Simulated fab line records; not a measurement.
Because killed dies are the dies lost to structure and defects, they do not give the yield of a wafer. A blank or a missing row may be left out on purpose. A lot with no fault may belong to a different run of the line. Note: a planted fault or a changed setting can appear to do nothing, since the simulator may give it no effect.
Which tool did it?	flow sky130	12 lots, 36 wafers sampled, at 1 step of a route of 708

WHAT THE GAUGES READ, wafer by wafer
SKY_FIELD_ISO_THK_MEAS_04.
lot	measured	on	FIELD_ISO_CVD_03_THK (nm)
L075	day 1 21:34	film metro-04	164.0 165.0 164.8
L077	day 2 06:56	film metro-02	163.9 163.3 163.1
L079	day 2 15:32	film metro-02	161.7 161.7 161.9
L081	day 3 00:44	film metro-04	164.3 163.2 165.0
L083	day 3 11:33	film metro-04	165.4 167.1 165.5
L085	day 3 22:57	film metro-04	163.0 162.4 163.0
L087	day 4 06:30	film metro-01	163.0 164.4 164.7
L089	day 4 17:40	film metro-02	166.8 165.9 166.2
L091	day 5 04:46	film metro-02	166.5 167.3 166.2
L093	day 5 14:14	film metro-04	164.7 163.3 164.2
L095	day 5 22:31	film metro-01	164.2 164.0 164.7
L097	day 6 08:29	film metro-04	161.2 163.0 162.1

EACH LOT AND THE TOOL THAT RAN IT (in order: tool; ch and the chambers of the sampled wafers; start)
Record: no process step prior to these readings.

THE ANSWER, worked out from the rows above alone
Rule: the lots themselves supply what counts as usual. Put in order of their means at a reading, lots are off if they are a third of the lots or fewer, leave a main group of 4 or more, and stand apart from it by a gap of 3 or more times the standard deviation of the main group's means; of several such gaps the widest counts. A main group is skipped when, at the precision printed for the reading in the tables above, its means are all equal. Also off: a lot with no number at a reading for which 4 or more lots have one. All remaining lots with rows at the step are treated as sound.
No lot is off at any reading shown: from this, nothing can be told.

WHAT THE SIMULATOR HAD INSERTED
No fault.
